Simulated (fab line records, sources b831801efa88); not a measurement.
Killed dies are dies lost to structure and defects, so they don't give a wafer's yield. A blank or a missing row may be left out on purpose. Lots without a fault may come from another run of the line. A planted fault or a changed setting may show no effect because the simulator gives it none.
fab line records | flow sky130
record lots=6 wafers=18 last_day=50
route steps=708 shown POLY_GATE@234 LDD_N@237 PAD_OPEN@708
lots that met no fault: from a run of the same line without faults
start_h: hours from the record's first day to the start of the lot's first wafer shown | wait_h: hours since the lot's step before | " the same as in the row above | L1.1+2: a row that stands for several wafers | - no value, or no start given | * or withheld: withheld | < > ~ a bound
route shown NAME@n: a module of which the file shows steps, and the number in the route of the first | usual: mean/standard deviation of fault-free wafers | same: alike in all rows | chamber/n: place in a boat | sites: the reading at each site | _std_site: their standard deviation | _edge_site: outer sites' mean less inner sites' | radius_mm: how far each site lies from the wafer's centre | mask NAME#n: copy n | behind: the tool/chamber that last shaped the wafer | hold: why the lot was held/for how many hours/how that ended | device: the transistor (n, p or np) that didn't switch | end of line: the same wafers' tests at the end of the route | a step without rows: its recipe alone | killed: dies lost to structure and defects at the first sort, not the wafer's yield | map: a wafer's dies, x killed, . not, _ none there
set.NAME: the setting as run; set.NAME@STEP: as run at that earlier step | model.NAME: the simulator's own value behind a step, which no gauge read
lots at some steps of the route; a table a step, a row a wafer
services: from which hour (start_h, from the record's first day; less than 0 if before it) a tool's chamber was out of use, for how many hours, and why
## steps
# step SKY_POLY_GATE_OXIDATION_20
# recipe temp_c=850 ambient=O2 stabilise_s=600 purge_s=300 target_thk_a=40 ox_time_s=899
# step SKY_POLY_GATE_THK_MEAS_21
# recipe reads=SiO2_of_POLY_GATE_OXIDATION_20
# usual POLY_GATE_OXIDATION_THK=3.98/0.1
# columns lot.wafer tool chamber start_h wait_h POLY_GATE_OXIDATION_THK[nm]
L407.3 film_metro-01 - 397.90 0.0 4.07
L407.4 " - " " 4.02
L407.6 " - " " 4.00
L413.1 film_metro-01 - 458.21 0.0 4.04
L413.2 " - " " 4.07
L413.4 " - " " 3.99
L416.1 film_metro-02 - 496.65 0.0 3.85
L416.4 " - " " 3.90
L416.5 " - " " 3.81
L417.1 film_metro-02 - 505.00 0.0 4.13
L417.3 " - " " 4.12
L417.4 " - " " 4.14
L423.4 film_metro-01 - 541.49 0.0 3.90
L423.5 " - " " 3.91
L423.6 " - " " 3.91
L424.3 film_metro-01 - 548.92 0.0 4.00
L424.4 " - " " 3.96
L424.6 " - " " 3.96
# step SKY_POLY_GATE_CD_MEAS_22
# usual cd_nm=150.1/2.3
# columns lot.wafer tool chamber start_h wait_h cd_nm
L407.3 cd_sem-02 - 398.00 0.1 146.9
L407.4 " - " " 146.6
L407.6 " - " " 149.8
L413.1 cd_sem-01 - 458.27 0.1 148.8
L413.2 " - " " 151.8
L413.4 " - " " 151.2
L416.1 cd_sem-01 - 496.71 0.1 149.2
L416.4 " - " " 148.4
L416.5 " - " " 147.9
L417.1 cd_sem-01 - 505.06 0.1 149.6
L417.3 " - " " 149.7
L417.4 " - " " 149.1
L423.4 cd_sem-02 - 541.60 0.1 146.7
L423.5 " - " " 148.1
L423.6 " - " " 147.4
L424.3 cd_sem-02 - 549.02 0.1 149.9
L424.4 " - " " 153.5
L424.6 " - " " 154.9
# step SKY_LDD_N_DEHYDRATE_00
# recipe temp_c=200 time_s=60
# step SKY_LDD_N_HMDS_01
# recipe prime_time_s=60 prime_temp_c=120
# step SKY_LDD_N_COAT_02
# recipe resist=NOVOLAK spin_rpm=3000 resist_thk_nm=300
# step SKY_LDD_N_SOFTBAKE_03
# recipe temp_c=90 time_s=60 resist=NOVOLAK
# step SKY_LDD_N_EXPOSE_04
# recipe mask_id=NTM target_cd_nm=840 na=0.6 source_shape=conventional sigma_outer=0.6 dose_mj=110
# step SKY_LDD_N_PEB_05
# recipe temp_c=withheld time_s=* resist=NOVOLAK
# step SKY_LDD_N_DEVELOP_06
# recipe develop_time_s=60 dev_temp_c=23
# step SKY_LDD_N_OVL_MEAS_07
# usual LDD_N_OVL=-1.2/1.3
# columns lot.wafer tool chamber start_h wait_h LDD_N_OVL[nm]
L407.3 overlay-01 - 428.33 0.1 0.7
L407.4 " - " " 0.3
L407.6 " - " " -0.1
L413.1 overlay-01 - 488.92 0.1 -1.0
L413.2 " - " " -1.2
L413.4 " - " " -2.9
L416.1 overlay-02 - 527.42 0.1 -0.6
L416.4 " - " " -3.1
L416.5 " - " " -2.3
L417.1 overlay-02 - 535.97 0.1 -1.7
L417.3 " - " " -2.2
L417.4 " - " " -2.2
L423.4 overlay-01 - 571.14 0.1 -0.7
L423.5 " - " " -0.7
L423.6 " - " " -0.9
L424.3 overlay-02 - 579.48 0.1 -0.7
L424.4 " - " " -0.9
L424.6 " - " " -2.3
# step SKY_LDD_N_IMPLANT_08
# recipe species=As energy_kev=20 dose_cm2=7.5e+13 tilt_deg=withheld rotation_deg=23
# step SKY_LDD_N_IMPLANT_09
# recipe species=As energy_kev=20 dose_cm2=7.5e+13 tilt_deg=withheld rotation_deg=113
# usual dose_ions_cm2=7.499e+13/8e+10 faraday_current_uA=423/8.9
# columns lot.wafer tool chamber start_h wait_h dose_ions_cm2 faraday_current_uA
L407.3 implanter-01 0 428.56 0.1 7.499e+13 418
L407.4 " 0 " " 7.5e+13 418
L407.6 " 0 " " 7.516e+13 424
L413.1 implanter-02 0 489.11 0.1 7.499e+13 417
L413.2 " 0 " " 7.505e+13 427
L413.4 " 0 " " 7.501e+13 423
L416.1 implanter-02 0 527.61 0.1 6.266e+13 354
L416.4 " 0 " " 6.271e+13 346
L416.5 " 0 " " 6.275e+13 364
L417.1 implanter-02 0 536.16 0.1 6.286e+13 366
L417.3 " 0 " " 6.282e+13 364
L417.4 " 0 " " 6.277e+13 351
L423.4 implanter-04 0 571.38 0.1 7.5e+13 431
L423.5 " 0 " " 7.494e+13 416
L423.6 " 0 " " 7.493e+13 422
L424.3 implanter-04 0 579.71 0.1 7.505e+13 408
L424.4 " 0 " " 7.502e+13 430
L424.6 " 0 " " 7.503e+13 406
# step SKY_LDD_N_IMPLANT_10
# recipe species=As energy_kev=20 dose_cm2=7.5e+13 tilt_deg=withheld rotation_deg=203
# step SKY_PAD_OPEN_PROBE_99
# usual killed_at_M0_to_M3=44/7.1 killed_at_M4_up=3.3/1.8 killed_at_contacts=24/5.1 killed_at_front_end=16/4.7 killed_at_other=0.3/0.52 killed_dies=87/9.7 killed_open=47/6.8 killed_short=39/6.7
# same gross_dies=492 killed_at_back_side=0
# columns lot.wafer tool chamber start_h wait_h killed_at_M0_to_M3 killed_at_M4_up killed_at_contacts killed_at_front_end killed_at_other killed_dies killed_open killed_short model.etest.tip_n.rs_ohm_sq
L407.3 prober-02 - 1097.93 0.2 48 0 18 21 1 88 45 43 444.5
L407.4 prober-02 - 1097.98 0.2 36 3 25 15 1 80 42 37 445.3
L407.6 prober-02 - 1098.08 0.2 44 3 24 16 0 87 51 36 443.6
L413.1 prober-02 - 1134.59 0.1 41 6 20 20 1 88 45 43 443.4
L413.2 prober-02 - 1134.64 0.1 35 2 31 26 0 94 49 45 444.1
L413.4 prober-02 - 1134.74 0.2 35 2 27 18 2 84 61 23 445
L416.1 prober-01 - 1156.95 0.1 59 5 17 20 0 101 55 46 447.5
L416.4 prober-01 - 1157.10 0.2 33 1 25 24 0 83 45 38 449
L416.5 prober-01 - 1157.15 0.2 46 5 25 15 0 91 51 40 447.9
L417.1 prober-02 - 1166.34 0.1 46 4 23 17 0 90 52 36 453.8
L417.3 prober-02 - 1166.44 0.2 61 2 20 15 0 98 51 45 454.1
L417.4 prober-02 - 1166.49 0.2 44 2 26 19 0 91 41 50 457.8
L423.4 prober-02 - 1181.21 0.2 34 3 23 10 0 70 40 30 442.8
L423.5 prober-02 - 1181.26 0.2 51 5 26 25 1 108 51 54 441.3
L423.6 prober-02 - 1181.31 0.2 47 3 30 15 1 96 55 40 446.1
L424.3 prober-01 - 1188.25 0.2 36 3 19 18 0 76 42 34 437.1
L424.4 prober-01 - 1188.30 0.2 35 1 26 11 1 74 49 25 437.7
L424.6 prober-01 - 1188.40 0.2 50 1 23 11 0 85 40 44 436.8
# killed by level:class
L407.3 VIA1:geometric_particle:open=10 VIA2:geometric_particle:open=8 VIA3:geometric_particle:open=7 METAL1:geometric_particle:short=6 LOCAL_INTERCONNECT:geometric_particle:short=5 POLY_GATE:geometric_particle:open=5 POLY_GATE:geometric_particle:short=5 LI_CONTACT:geometric_particle:open=5
L407.4 VIA1:geometric_particle:open=7 VIA3:geometric_particle:open=6 CONTACT:geometric_particle:open=6 CONTACT:geometric_particle:short=6 METAL1:geometric_particle:short=6 FIELD_ISO:geometric_particle:open=5 LI_CONTACT:geometric_particle:open=5 LI_CONTACT:geometric_particle:short=5
L407.6 CONTACT:geometric_particle:open=10 METAL2:geometric_particle:short=9 VIA3:geometric_particle:open=9 VIA2:geometric_particle:open=8 VIA1:geometric_particle:open=6 FIELD_ISO:geometric_particle:open=5 LOCAL_INTERCONNECT:geometric_particle:short=5 LI_CONTACT:geometric_particle:open=4
L413.1 METAL2:geometric_particle:short=8 POLY_GATE:geometric_particle:open=7 LI_CONTACT:geometric_particle:open=7 CONTACT:geometric_particle:open=7 VIA1:geometric_particle:open=7 VIA3:geometric_particle:open=6 VIA2:geometric_particle:open=6 FIELD_ISO:geometric_particle:short=5
L413.2 CONTACT:geometric_particle:open=11 VIA1:geometric_particle:open=10 FIELD_ISO:geometric_particle:short=8 CONTACT:geometric_particle:short=7 FIELD_ISO:geometric_particle:open=6 POLY_GATE:geometric_particle:short=6 VIA1:geometric_particle:short=6 LI_CONTACT:geometric_particle:open=5
L413.4 CONTACT:geometric_particle:open=11 VIA1:geometric_particle:open=10 LI_CONTACT:geometric_particle:open=8 VIA3:geometric_particle:open=7 FIELD_ISO:geometric_particle:open=5 POLY_GATE:geometric_particle:open=5 METAL1:geometric_particle:open=4 POLY_GATE:geometric_particle:short=3
L416.1 VIA1:geometric_particle:open=15 METAL2:geometric_particle:short=12 VIA2:geometric_particle:open=10 POLY_GATE:geometric_particle:open=8 VIA1:geometric_particle:short=7 CONTACT:geometric_particle:open=6 VIA3:geometric_particle:open=6 FIELD_ISO:geometric_particle:open=4
L416.4 CONTACT:geometric_particle:open=8 FIELD_ISO:geometric_particle:open=7 VIA1:geometric_particle:open=7 FIELD_ISO:geometric_particle:short=6 LI_CONTACT:geometric_particle:open=6 LOCAL_INTERCONNECT:geometric_particle:short=6 VIA1:geometric_particle:short=5 CONTACT:geometric_particle:short=4
L416.5 VIA1:geometric_particle:open=11 LI_CONTACT:geometric_particle:open=8 CONTACT:geometric_particle:open=7 VIA2:geometric_particle:open=7 LOCAL_INTERCONNECT:geometric_particle:short=6 METAL1:geometric_particle:short=6 METAL2:geometric_particle:short=5 VIA3:geometric_particle:open=5
L417.1 VIA1:geometric_particle:open=12 CONTACT:geometric_particle:open=10 LI_CONTACT:geometric_particle:open=7 VIA1:geometric_particle:short=6 FIELD_ISO:geometric_particle:open=5 METAL1:geometric_particle:short=4 METAL2:geometric_particle:short=4 VIA2:geometric_particle:open=4
L417.3 VIA1:geometric_particle:open=16 VIA3:geometric_particle:open=10 LI_CONTACT:geometric_particle:short=7 VIA1:geometric_particle:short=7 METAL2:geometric_particle:short=7 LI_CONTACT:geometric_particle:open=6 FIELD_ISO:geometric_particle:short=4 VIA2:geometric_particle:open=4
L417.4 VIA1:geometric_particle:open=10 CONTACT:geometric_particle:open=7 VIA1:geometric_particle:short=7 LOCAL_INTERCONNECT:geometric_particle:short=6 FIELD_ISO:geometric_particle:short=5 LI_CONTACT:geometric_particle:short=5 VIA3:geometric_particle:open=5 FIELD_ISO:geometric_particle:open=4
L423.4 CONTACT:geometric_particle:open=13 VIA1:geometric_particle:open=8 METAL2:geometric_particle:short=5 FIELD_ISO:geometric_particle:open=4 LI_CONTACT:geometric_particle:open=4 VIA2:geometric_particle:open=4 METAL3:geometric_particle:short=4 LOCAL_INTERCONNECT:geometric_particle:short=3
L423.5 CONTACT:geometric_particle:open=10 VIA1:geometric_particle:open=9 POLY_GATE:geometric_particle:short=7 POLY_GATE:geometric_particle:open=7 VIA2:geometric_particle:open=7 METAL2:geometric_particle:short=7 LOCAL_INTERCONNECT:geometric_particle:short=6 VIA1:geometric_particle:short=5
L423.6 LI_CONTACT:geometric_particle:open=11 CONTACT:geometric_particle:open=10 METAL2:geometric_particle:short=8 VIA2:geometric_particle:short=8 VIA1:geometric_particle:open=7 FIELD_ISO:geometric_particle:open=6 VIA2:geometric_particle:open=6 CONTACT:geometric_particle:short=4
L424.3 VIA1:geometric_particle:open=10 LI_CONTACT:geometric_particle:open=7 FIELD_ISO:geometric_particle:open=6 CONTACT:geometric_particle:open=5 METAL2:geometric_particle:short=5 FIELD_ISO:geometric_particle:short=4 VIA3:geometric_particle:short=4 POLY_GATE:geometric_particle:open=4
L424.4 CONTACT:geometric_particle:open=12 VIA3:geometric_particle:open=8 VIA1:geometric_particle:open=7 VIA2:geometric_particle:open=7 LI_CONTACT:geometric_particle:open=5 FIELD_ISO:geometric_particle:open=4 METAL2:geometric_particle:short=4 POLY_GATE:geometric_particle:open=3
L424.6 CONTACT:geometric_particle:open=11 VIA2:geometric_particle:open=10 VIA2:geometric_particle:short=7 VIA1:geometric_particle:short=6 METAL2:geometric_particle:short=6 VIA3:geometric_particle:open=6 CONTACT:geometric_particle:short=5 METAL1:geometric_particle:short=5
## services
# columns tool chamber start_h hours kind
implanter-01 - 407.01 5.2 repair
implanter-04 - 422.67 3.8 pm
implanter-04 - 427.90 6.8 repair
implanter-02 - 432.74 15.7 pm
implanter-04 - 473.88 2.7 repair
implanter-04 - 475.13 15.7 repair
implanter-02 - 502.09 19.0 repair
implanter-01 - 521.45 4.4 repair
implanter-01 - 560.47 3.5 pm
implanter-01 - 564.00 3.2 pm
implanter-04 - 575.68 0.8 repair
## key
first_sign step=SKY_LDD_N_IMPLANT_09 reading=dose_ions_cm2 direction=down sigmas=99+ usual=* struck=*
effect step=SKY_LDD_N_IMPLANT_09 reading=faraday_current_uA direction=down sigmas=7.4 usual=423 struck=358
model_effect step=SKY_PAD_OPEN_PROBE_99 value=etest.tip_n.rs_ohm_sq without=440 struck=451.7
met_at SKY_LDD_N_IMPLANT_09
struck_wafers L416.1,L416.4,L416.5,L417.1,L417.3,L417.4
tester_left_out L416,L417
onset_between 489.11 527.61
fault kind=process_parameter_drift tool=implanter-02 chamber=- onset_h=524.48 steps=SKY_LDD_N_IMPLANT_09 channel=dose_cm2 offset=* shape=step end_h=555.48 acts_in=* stated=*
# tester_left_out: of these lots the tester's yield and bins aren't shown, on N5 and GAA mostly nor the transistor test; their killed dies are dies lost to structure and defects alone, not to doping, threshold or leakage, so they don't give the yield
